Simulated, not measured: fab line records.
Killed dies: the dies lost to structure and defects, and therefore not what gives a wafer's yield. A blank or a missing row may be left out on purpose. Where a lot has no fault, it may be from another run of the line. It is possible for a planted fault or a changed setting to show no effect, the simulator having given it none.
One fault seen from 2 desks || flow gf180mcu || numbers are kept per desk, each desk with only its own; the story behind them comes last

== METROLOGY DESK ==
What the gauges read, lot by lot, whatever tool the lot ran on: means of the sampled wafers that have a number. Any lot whose mean is over 4 standard deviations away from the usual mean is out of limits and marked OUT; that distance is given in the brackets.
Columns: A = cd nm at GF_V3_CD_MEAS_14, usual 260.4 nm; B = cd nm at GF_M4_CD_MEAS_14, usual 279.7 nm
{"lot": "L419", "first seen here": "day 22 09:02", "A": 262.5, "B": 279.0}
{"lot": "L420", "first seen here": "day 22 17:46", "A": 260.2, "B": 279.3}
{"lot": "L421", "first seen here": "day 22 22:07", "A": 258.2, "B": 278.4}
{"lot": "L423", "first seen here": "day 23 20:55", "A": 260.2, "B": 282.4}
{"lot": "L424", "first seen here": "day 24 05:04", "A": 261.1, "B": 279.5}
{"lot": "L425", "first seen here": "day 24 08:10", "A": 261.4, "B": 280.1}
{"lot": "L426", "first seen here": "day 24 11:16", "A": 258.8, "B": 277.2}
{"lot": "L435", "first seen here": "day 27 11:41", "A": 258.4, "B": "247.1 (-25) OUT"}
{"lot": "L439", "first seen here": "day 29 02:50", "A": 258.7, "B": 281.3}
{"lot": "L440", "first seen here": "day 29 05:57", "A": 258.4, "B": 280.0}
{"lot": "L441", "first seen here": "day 29 13:35", "A": 260.9, "B": 279.7}
{"lot": "L442", "first seen here": "day 29 23:00", "A": 258.5, "B": 279.5}
Finding of this desk: L435 out of limits; the first was L435 at day 28 08:53, on cd nm at GF_M4_CD_MEAS_14. Within limits: L419, L420, L421, L423, L424, L425, L426, L439, L440, L441, L442.

== TOOL OWNER'S DESK, krf scanner-01 ==
The tool's own readings at GF_M4_EXPOSE_11 (exposes mask Metal4, target cd 280 nm): means of the sampled wafers that have a number, for each lot that ran on this tool. Any lot whose mean is over 4 standard deviations away from the usual mean is out of limits and marked OUT; that distance is given in the brackets.
Columns: A = stage vel mm s at GF_M4_EXPOSE_11, usual 499.97 mm/s
{"lot": "L419", "first seen here": "day 22 22:51", "A": 500.01}
{"lot": "L420", "first seen here": "day 23 07:26", "A": 500.04}
{"lot": "L424", "first seen here": "day 24 19:16", "A": 500.13}
{"lot": "L425", "first seen here": "day 24 20:37", "A": 499.95}
{"lot": "L426", "first seen here": "day 24 23:39", "A": 499.98}
{"lot": "L435", "first seen here": "day 28 00:02", "A": 499.85}
This desk's verdict: no lot among the 6 shows anything out of limits.

== TAKEN TOGETHER ==
At day 28 08:53 the metrology desk could have sounded an alarm, on L435.
The desk of the tool owner found nothing out of limits.
Tool owner's desk: L435 on record, inside its limits.
GF_M4_EXPOSE_11 was run on krf scanner-01 by each of the lots named.

== WHAT HAD BEEN PUT IN BY THE SIMULATOR ==
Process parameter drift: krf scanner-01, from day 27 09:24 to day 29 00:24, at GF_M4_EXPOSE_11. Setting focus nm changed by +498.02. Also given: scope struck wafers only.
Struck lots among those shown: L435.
Per desk, hours elapsed from the start of the fault to the first reading out of limits: for the metrology desk, 23.
